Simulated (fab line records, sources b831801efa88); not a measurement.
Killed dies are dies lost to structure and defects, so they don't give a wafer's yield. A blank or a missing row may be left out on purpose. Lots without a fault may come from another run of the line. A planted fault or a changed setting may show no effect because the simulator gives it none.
A struck lot beside a sound one | flow sky130 | 42 steps out of a route of 708
Sound: wafers L906.2, L906.4, L906.5. Struck: wafers L903.2, L903.4, L903.6. The cause comes at the end.
At each step with rows: each side's tool, then ch and its chambers, then its first start. Under that, the readings that differ: sound wafers | struck wafers | difference of the means | sigmas: that difference in standard deviations of wafers without a fault.
alike: readings whose means differ by less than 2 such deviations, and words and numbers that are the same on both sides. not compared: withheld readings, readings that some wafer has no value for, bounds like >300 that may hide the same value, and numbers for which the record gives no deviation and whose values overlap.
The two part at a step that has a row with sigmas, a row that says differs or no value, or rows on one side only. Numbers that don't overlap but have no deviation are shown without sigmas and don't part them. A reading that every wafer of one side lacks parts them only if that side has two wafers or more.

SKY_NWELL_RS_MEAS_29: measures by four-point-probe.
  sound on film_metro-02, day 9 01:07; struck on film_metro-04, day 8 10:01
  alike: NWELL_RS
SKY_NWELL_RS_MEAS_31: measures by four-point-probe.
  sound on film_metro-02, day 9 01:22; struck on film_metro-04, day 8 10:16
  reading          | sound          | struck         | difference | sigmas
  PWDE_RS (ohm/sq) | 5317 5306 5305 | 5262 5269 5276 | -40        | -2
then, 7 steps without rows for these wafers: SKY_VT_ADJUST_HVTP_DEHYDRATE_00 (time 60 s); SKY_VT_ADJUST_HVTP_HMDS_01 (prime time 60 s); SKY_VT_ADJUST_HVTP_COAT_02 (resist thk 1140 nm); SKY_VT_ADJUST_HVTP_SOFTBAKE_03 (time 60 s); SKY_VT_ADJUST_HVTP_EXPOSE_04 (exposes mask HVTPM, target cd 380 nm); SKY_VT_ADJUST_HVTP_PEB_05; SKY_VT_ADJUST_HVTP_DEVELOP_06 (develop time 60 s).
SKY_VT_ADJUST_HVTP_CD_MEAS_07: target cd 380 nm.
  sound on cd_sem-02, day 9 23:37; struck on cd_sem-02, day 9 08:31
  alike: cd_nm
SKY_VT_ADJUST_HVTP_OVL_MEAS_08:
  sound on overlay-02, day 9 23:44; struck on overlay-01, day 9 08:38
  alike: VT_ADJUST_HVTP_OVL
SKY_VT_ADJUST_HVTP_IMPLANT_09:
  sound on implanter-04 ch 0, day 9 23:47; struck on implanter-03 ch 0, day 9 08:41
  reading       | sound                        | struck                        | difference | sigmas
  dose_ions_cm2 | 4.29e+12 4.293e+12 4.295e+12 | 4.307e+12 4.317e+12 4.307e+12 | +1.767e+10 | +4
  alike: beam_on_s
SKY_VT_ADJUST_HVTP_STRIP_10: strips in O2/N2.
  sound on plasma_asher-01 ch 0,1, day 9 23:55; struck on plasma_asher-04 ch 0,1, day 9 08:49
  reading                     | sound       | struck      | difference | sigmas
  drypump_motor_current_A (A) | 5.7 5.8 4.8 | 6.8 5.8 6.9 | +1.1       | +2
  alike: oes_product_au, strip_time_to_endpoint_s
  not compared: rf_hours_counter_h
SKY_VT_ADJUST_HVTP_TW_MEAS_11:
  sound on film_metro-04, day 10 00:01; struck on film_metro-01, day 9 08:55
  reading           | sound          | struck         | difference | sigmas
  VT_ADJUST_HVTP_TW | 1365 1366 1368 | 1340 1346 1345 | -23        | -4
then, 7 steps without rows for these wafers: SKY_VT_ADJUST_LVTN_DEHYDRATE_00 (time 60 s); SKY_VT_ADJUST_LVTN_HMDS_01 (prime time 60 s); SKY_VT_ADJUST_LVTN_COAT_02 (resist thk 3000 nm); SKY_VT_ADJUST_LVTN_SOFTBAKE_03; SKY_VT_ADJUST_LVTN_EXPOSE_04 (exposes mask NWM COMPLEMENT LESS NATIVE, target cd 840 nm); SKY_VT_ADJUST_LVTN_PEB_05; SKY_VT_ADJUST_LVTN_DEVELOP_06 (develop time 60 s).
SKY_VT_ADJUST_LVTN_OVL_MEAS_07:
  sound on overlay-01, day 10 22:43; struck on overlay-01, day 10 07:28
  alike: VT_ADJUST_LVTN_OVL
then, 1 step without rows for these wafers: SKY_VT_ADJUST_LVTN_IMPLANT_08.
SKY_VT_ADJUST_LVTN_STRIP_09: strips in O2/N2.
  sound on plasma_asher-04 ch 0,1, day 10 22:54; struck on plasma_asher-03 ch 0,1, day 10 07:39
  alike: drypump_motor_current_A, oes_product_au, strip_time_to_endpoint_s
  not compared: rf_hours_counter_h
SKY_VT_ADJUST_LVTN_TW_MEAS_10:
  sound on film_metro-03, day 10 23:01; struck on film_metro-03, day 10 07:46
  alike: VT_ADJUST_LVTN_TW
then, 7 steps without rows for these wafers: SKY_VT_ADJUST_LVTN_DEHYDRATE_11 (time 60 s); SKY_VT_ADJUST_LVTN_HMDS_12 (prime time 60 s); SKY_VT_ADJUST_LVTN_COAT_13 (resist thk 1140 nm); SKY_VT_ADJUST_LVTN_SOFTBAKE_14 (time 60 s); SKY_VT_ADJUST_LVTN_EXPOSE_15 (exposes mask HVN STD DERIVED, target cd 600 nm); SKY_VT_ADJUST_LVTN_PEB_16; SKY_VT_ADJUST_LVTN_DEVELOP_17 (develop time 60 s).
SKY_VT_ADJUST_LVTN_OVL_MEAS_18:
  sound on overlay-01, day 11 21:40; struck on overlay-02, day 11 06:43
  alike: VT_ADJUST_LVTN_01_OVL
then, 1 step without rows for these wafers: SKY_VT_ADJUST_LVTN_IMPLANT_19.
SKY_VT_ADJUST_LVTN_STRIP_20: strips in O2/N2.
  sound on plasma_asher-03 ch 0,1, day 11 21:50; struck on plasma_asher-04 ch 0,1, day 11 06:53
  alike: drypump_motor_current_A, oes_product_au, strip_time_to_endpoint_s
  not compared: rf_hours_counter_h
SKY_VT_ADJUST_LVTN_TW_MEAS_21:
  sound on film_metro-03, day 11 21:57; struck on film_metro-02, day 11 07:00
  alike: VT_ADJUST_LVTN_2_TW
then, 5 steps without rows for these wafers: SKY_VT_ADJUST_NCORE_DEHYDRATE_00 (time 60 s); SKY_VT_ADJUST_NCORE_HMDS_01 (prime time 60 s); SKY_VT_ADJUST_NCORE_COAT_02 (resist thk 1140 nm); SKY_VT_ADJUST_NCORE_SOFTBAKE_03 (time 60 s); SKY_VT_ADJUST_NCORE_EXPOSE_04 (exposes mask LVTN COMPLEMENT THIN, target cd 380 nm).
-- the record jumps here: 38 days lie between the struck wafers' starts before and after (it left off in module VT_ADJUST_NCORE and takes up again in module PAD_OPEN, whose first step shown is number 708 of the route) --
SKY_PAD_OPEN_PROBE_99:
  sound on prober-02, day 49 09:43; struck on prober-02, day 49 03:25
  reading                                 | sound                     | struck                  | difference | sigmas
  model.etest.tip_p.rs_ohm_sq_range       | 212.3 257.3 148.5         | 487.8 408.2 386.6       | +221.5     |
  model.etest.pfet_01v8.drive_ua_um_range | 5.079 6.873 5.306         | 23.85 21.63 21.56       | +16.59     |
  model.etest.pfet_01v8.vt_v_range        | 0.008994 0.008747 0.01682 | 0.05847 0.06521 0.06145 | +0.05019   |
  alike: killed_at_M0_to_M3, killed_at_M4_up, killed_at_contacts, killed_at_front_end, killed_at_other, killed_dies, killed_open, killed_short

WHERE THEY PART
First at SKY_NWELL_RS_MEAS_31; last, within this record, at SKY_VT_ADJUST_HVTP_TW_MEAS_11. Later steps at which nothing parts them and some readings are alike: SKY_VT_ADJUST_LVTN_OVL_MEAS_07, SKY_VT_ADJUST_LVTN_STRIP_09, SKY_VT_ADJUST_LVTN_TW_MEAS_10, SKY_VT_ADJUST_LVTN_OVL_MEAS_18, SKY_VT_ADJUST_LVTN_STRIP_20, SKY_VT_ADJUST_LVTN_TW_MEAS_21, SKY_PAD_OPEN_PROBE_99.

WHY: what the simulator had put in
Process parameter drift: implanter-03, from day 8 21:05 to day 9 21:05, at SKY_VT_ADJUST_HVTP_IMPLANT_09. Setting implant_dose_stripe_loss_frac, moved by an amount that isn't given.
